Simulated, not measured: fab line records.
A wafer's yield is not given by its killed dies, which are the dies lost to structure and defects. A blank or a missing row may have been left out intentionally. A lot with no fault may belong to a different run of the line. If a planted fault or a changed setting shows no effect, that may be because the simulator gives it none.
fab line records | flow gf180mcu
[record] lots = 13 wafers = 39 last-day = 34
route steps=602 shown HV_LDD@198 SALICIDE@280
lots with no fault: from the same line, run without faults
start-h: hours from the record's first day to the start of the lot's first wafer shown | wait-h: hours from the lot's prior step to this one | " identical to the entry in the row above | L1.1+2: several wafers, shown together as one row | - either no value or no given start | * or withheld: withheld | < > ~ a bound
route shown NAME@n: a module of which the file shows steps, and the number in the route of the first | usual: mean and standard deviation over wafers with no fault | same: alike in all rows | chamber/n: place in a boat | sites: readings site by site | _std_site: standard deviation of those values | _edge_site: mean of outer sites minus mean of inner sites | radius-mm: how far each site lies from the wafer's centre | mask NAME#n: copy n | behind: the last tool/chamber to shape the wafer | hold: the reason the lot was held/the length of the hold in hours/how it ended | device: names the non-switching transistor (n, p or np) | end of line: the route-end tests of the same wafers | a step given without rows: its recipe and nothing more | killed: at the first sort, the dies lost to defects and structure; wafer yield is something else | map: dies across one wafer; x = killed, . = not, _ = none there
set.NAME: the setting as run; set.NAME@STEP: as run at that earlier step | model.NAME: the simulator's own value behind a step, which no gauge read
route steps across a sampled set of lots; one table per step, one row per wafer
services: a tool's chamber out of use, with start hour (start-h, from the record's first day; less than 0 if before it), hours out, and reason
[[steps]]
[step GF_HV_LDD_STRIP_22]
[recipe] chemistry = O2/N2 power-w = 1400 pressure-mtorr = 1500 platen-temp-c = 250 o2-flow-sccm = 3000 n2-flow-sccm = 300 overash-fraction = 0.5
[usual] drypump-motor-current-A = 5.45/0.13 heater-power-w = 315/28 oes-product-au = 0.717/0.0042 platen-temp-c = 249.95/0.19 strip-time-to-endpoint-s = 12.63/0.038
// columns lot.wafer tool chamber start-h wait-h drypump-motor-current-A heater-power-w oes-product-au platen-temp-c rf-hours-counter-h strip-time-to-endpoint-s
L254.1 plasma-asher-04 1 234.18 0.1 5.40 302 0.717 249.84 12 12.63
L254.3 " 1 " " 5.45 306 0.710 249.59 - 12.60
L254.6 " 0 " " 5.64 279 0.714 249.67 - 12.61
L255.2 plasma-asher-03 0 237.84 0.1 5.21 351 0.721 249.78 58 12.64
L255.4 " 1 " " 5.58 316 0.714 249.95 - 12.63
L255.6 " 0 " " 5.23 359 0.709 249.84 - 12.60
L256.2 plasma-asher-04 0 246.24 0.1 5.64 276 0.717 250.00 13 12.66
L256.4 " 0 " " 5.62 277 0.720 250.06 - 12.65
L256.6 " 1 " " 5.39 312 0.722 249.57 - 12.61
L257.1 plasma-asher-03 0 257.58 0.1 5.24 357 0.721 249.99 61 12.63
L257.2 " 1 " " 5.59 316 0.715 250.07 61 12.65
L257.3 " 1 " " 5.58 322 0.712 250.03 - 12.66
L260.1 plasma-asher-02 0 285.68 0.1 5.50 349 0.725 249.88 65 12.60
L260.5 " 0 " " 5.45 342 0.720 250.24 - 12.65
L260.6 " 1 " " 5.35 311 0.720 249.87 - 12.63
L261.1 plasma-asher-04 1 293.25 0.1 5.41 300 0.718 249.57 18 12.60
L261.4 " 0 " " 5.61 274 0.722 250.12 - 12.66
L261.6 " 1 " " 5.41 304 0.715 249.85 - 12.67
L262.1 plasma-asher-04 1 304.54 0.1 5.40 312 0.718 249.92 19 12.66
L262.3 " 1 " " 5.41 301 0.712 249.86 - 12.70
L262.5 " 0 " " 5.60 282 0.710 250.40 - 12.67
L266.1 plasma-asher-03 1 331.89 0.1 5.58 320 0.721 250.01 69 12.62
L266.4 " 1 " " 5.60 316 0.713 250.06 - 12.63
L266.5 " 0 " " 5.18 369 0.722 250.11 - 12.63
L267.4 plasma-asher-03 1 341.32 0.1 5.60 312 0.720 249.91 - 12.66
L267.5 " 1 " " 5.60 308 0.709 250.28 - 12.62
L267.6 " 0 " " 5.17 354 0.715 249.92 - 12.62
L272.2 plasma-asher-02 1 368.73 0.1 5.37 308 0.714 249.98 73 12.55
L272.3 " 0 " " 5.47 353 0.718 250.03 - 12.58
L272.6 " 0 " " 5.45 347 0.716 250.23 - 12.55
L274.1 plasma-asher-02 0 384.85 0.1 5.47 350 0.720 249.91 75 12.63
L274.2 " 1 " " 5.35 314 0.726 249.95 75 12.64
L274.4 " 1 " " 5.35 308 0.719 249.94 - 12.61
L275.4 plasma-asher-02 0 391.06 0.1 5.43 351 0.720 250.12 - 12.61
L275.5 " 1 " " 5.38 323 0.719 249.92 - 12.60
L275.6 " 0 " " 5.41 350 0.720 250.26 - 12.62
L276.3 plasma-asher-02 0 399.26 0.1 5.46 344 0.715 250.04 - 12.63
L276.4 " 1 " " 5.35 313 0.717 249.57 - 12.60
L276.5 " 0 " " 5.47 342 0.713 249.91 - 12.58
[step GF_HV_LDD_EXPOSE_43]
[recipe] mask-id = Pplus_HV_AREA target-cd-nm = 400 na = 0.6 source-shape = conventional sigma-outer = 0.6 dose-mj = 140
// columns lot.wafer tool chamber start-h wait-h mask
L254.1+3+6 iline-stepper-02 0 261.27 - Pplus_HV_AREA#0
L255.2+4+6 iline-stepper-02 0 264.93 - Pplus_HV_AREA#0
L256.2+4+6 iline-stepper-02 0 273.49 - Pplus_HV_AREA#0
L257.1+2+3 iline-stepper-01 0 285.71 - Pplus_HV_AREA#0
L260.1+5+6 iline-stepper-01 0 315.73 - Pplus_HV_AREA#0
L261.1+4+6 iline-stepper-02 0 322.55 - Pplus_HV_AREA#0
L262.1+3+5 iline-stepper-02 0 336.22 - Pplus_HV_AREA#0
L266.1+4+5 iline-stepper-02 0 364.64 - Pplus_HV_AREA#0
L267.4+5+6 iline-stepper-02 0 375.54 - Pplus_HV_AREA#0
L272.2+3+6 iline-stepper-02 0 404.63 - Pplus_HV_AREA#0
L274.1+2+4 iline-stepper-02 0 420.27 - Pplus_HV_AREA#0
L275.4+5+6 iline-stepper-02 0 428.30 - Pplus_HV_AREA#0
L276.3+4+5 iline-stepper-01 0 435.15 - Pplus_HV_AREA#0
[step GF_HV_LDD_OVL_MEAS_47]
[usual] HV_LDD_03_OVL = 0.8/1.6
// columns lot.wafer tool chamber start-h wait-h HV_LDD_03_OVL[nm]
L254.1 overlay-01 - 269.69 0.1 -0.8
L254.3 " - " " -0.7
L254.6 " - " " -1.0
L255.2 overlay-02 - 273.71 0.1 -2.4
L255.4 " - " " -1.3
L255.6 " - " " -2.2
L256.2 overlay-02 - 282.76 0.1 1.1
L256.4 " - " " 0.1
L256.6 " - " " 0.9
L257.1 overlay-01 - 294.99 0.1 1.1
L257.2 " - " " 2.4
L257.3 " - " " 0.5
L260.1 overlay-01 - 324.94 0.1 1.5
L260.5 " - " " 0.8
L260.6 " - " " -0.5
L261.1 overlay-01 - 333.30 0.1 0.0
L261.4 " - " " 0.3
L261.6 " - " " -0.1
L262.1 overlay-02 - 345.95 0.1 -2.4
L262.3 " - " " -0.5
L262.5 " - " " -2.0
L266.1 overlay-01 - 376.09 0.1 1.1
L266.4 " - " " 0.5
L266.5 " - " " 1.5
L267.4 overlay-01 - 386.26 0.1 0.9
L267.5 " - " " 1.4
L267.6 " - " " -0.2
L272.2 overlay-01 - 415.39 0.1 -119.1
L272.3 " - " " -120.0
L272.6 " - " " -117.7
L274.1 overlay-02 - 432.55 0.1 -118.4
L274.2 " - " " -117.4
L274.4 " - " " -119.8
L275.4 overlay-02 - 439.41 0.1 -116.4
L275.5 " - " " -118.2
L275.6 " - " " -115.3
L276.3 overlay-01 - 447.06 0.1 0.8
L276.4 " - " " 4.3
L276.5 " - " " 2.9
[step GF_HV_LDD_TW_MEAS_50]
[usual] HV_LDD_4_TW = 569/7.8
// columns lot.wafer tool chamber start-h wait-h HV_LDD_4_TW
L254.1 film-metro-01 - 269.98 0.1 575
L254.3 " - " " 579
L254.6 " - " " 575
L255.2 film-metro-03 - 274.00 0.1 563
L255.4 " - " " 561
L255.6 " - " " 562
L256.2 film-metro-03 - 283.05 0.1 561
L256.4 " - " " 565
L256.6 " - " " 563
L257.1 film-metro-01 - 295.28 0.1 577
L257.2 " - " " 582
L257.3 " - " " 576
L260.1 film-metro-03 - 325.34 0.1 565
L260.5 " - " " 563
L260.6 " - " " 563
L261.1 film-metro-04 - 333.59 0.1 574
L261.4 " - " " 575
L261.6 " - " " 577
L262.1 film-metro-04 - 346.39 0.1 569
L262.3 " - " " 571
L262.5 " - " " 571
L266.1 film-metro-03 - 376.38 0.1 561
L266.4 " - " " 560
L266.5 " - " " 561
L267.4 film-metro-03 - 386.56 0.1 563
L267.5 " - " " 562
L267.6 " - " " 561
L272.2 film-metro-01 - 415.68 0.1 579
L272.3 " - " " 576
L272.6 " - " " 577
L274.1 film-metro-01 - 432.84 0.1 583
L274.2 " - " " 581
L274.4 " - " " 581
L275.4 film-metro-04 - 439.70 0.1 576
L275.5 " - " " 576
L275.6 " - " " 575
L276.3 film-metro-03 - 447.36 0.1 561
L276.4 " - " " 559
L276.5 " - " " 560
[step GF_SALICIDE_SPUTTER_02]
[recipe] material = Co target-thk-nm = 10 power-w = 1000 time-s = 20 chamber-pressure-pa = 0.4
[usual] throttle-valve-pct = 30.0/0.81
// columns lot.wafer tool chamber start-h wait-h throttle-valve-pct
L254.1 pvd-sputter-02 - 332.48 0.0 30.9
L254.3 " - " " 29.7
L254.6 " - " " 31.1
L255.2 pvd-sputter-02 - 336.30 0.0 29.3
L255.4 " - " " 31.0
L255.6 " - " " 31.1
L256.2 pvd-sputter-02 - 345.74 0.0 29.8
L256.4 " - " " 31.1
L256.6 " - " " 31.1
L257.1 pvd-sputter-01 - 361.28 0.0 30.7
L257.2 " - " " 28.8
L257.3 " - " " 29.8
L260.1 pvd-sputter-01 - 395.66 0.0 29.6
L260.5 " - " " 29.6
L260.6 " - " " 29.1
L261.1 pvd-sputter-04 - 405.24 0.0 30.8
L261.4 " - " " 29.8
L261.6 " - " " 30.8
L262.1 pvd-sputter-02 - 418.97 0.0 29.2
L262.3 " - " " 31.0
L262.5 " - " " 31.1
L266.1 pvd-sputter-01 - 453.33 0.0 29.4
L266.4 " - " " 31.3
L266.5 " - " " 29.6
L267.4 pvd-sputter-01 - 462.23 0.0 28.9
L267.5 " - " " 28.9
L267.6 " - " " 31.0
L272.2 pvd-sputter-04 - 492.77 0.0 30.4
L272.3 " - " " 29.9
L272.6 " - " " 30.6
L274.1 pvd-sputter-04 - 509.40 0.0 29.7
L274.2 " - " " 29.6
L274.4 " - " " 30.4
L275.4 pvd-sputter-04 - 514.72 0.0 29.7
L275.5 " - " " 30.5
L275.6 " - " " 30.6
L276.3 pvd-sputter-04 - 523.48 0.0 30.5
L276.4 " - " " 30.5
L276.5 " - " " 29.6
[[services]]
// columns tool chamber start-h hours kind
iline-stepper-02 0 213.18 - calibration
iline-stepper-01 - 224.56 15.5 repair
iline-stepper-01 - 259.92 8.9 pm
iline-stepper-01 - 294.45 6.2 repair
plasma-asher-02 - 298.04 2.8 pm
plasma-asher-02 - 320.74 15.6 pm
plasma-asher-03 - 323.03 2.8 repair
iline-stepper-01 - 339.81 0.7 repair
plasma-asher-03 - 357.15 12.9 repair
pvd-sputter-04 2 360.10 - consumable-replace:kit
pvd-sputter-04 2 360.10 18.0 scheduled-down
pvd-sputter-04 2 360.10 18.0 vent-cycle
pvd-sputter-01 - 364.81 24.3 repair
plasma-asher-04 - 371.63 37.9 repair
pvd-sputter-02 - 382.14 3.5 repair
iline-stepper-02 - 420.59 1.7 pm
plasma-asher-02 - 421.25 9.0 pm
plasma-asher-02 0 421.25 9.0 vent-cycle
pvd-sputter-04 - 425.58 45.5 repair
iline-stepper-02 0 431.61 - calibration
plasma-asher-04 - 470.42 0.8 repair
iline-stepper-02 - 471.69 8.9 pm
iline-stepper-02 - 499.65 1.3 repair
plasma-asher-04 - 516.12 14.6 pm
[[key]]
[first-sign] step = GF_HV_LDD_OVL_MEAS_47 reading = HV_LDD_03_OVL direction = down sigmas = 74 usual = 0.8 struck = -118.0
effect none on later readings
met-at GF_HV_LDD_EXPOSE_43
struck-lots L272,L274,L275
tester-left-out L272,L274,L275
not-acting-at GF_HV_LDD_STRIP_22,GF_HV_LDD_TW_MEAS_50,GF_SALICIDE_SPUTTER_02
onset-between 375.54 404.63
[fault] kind = scanner-matching-overlay tool = iline-stepper-02 chamber = - onset-h = 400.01 steps = GF_HV_LDD_EXPOSE_43 offset = -119.88
// tester-left-out: of these lots the tester's yield and bins aren't shown, on N5 and GAA mostly nor the transistor test; their killed dies are dies lost to structure and defects alone, not to doping, threshold or leakage, so they don't give the yield
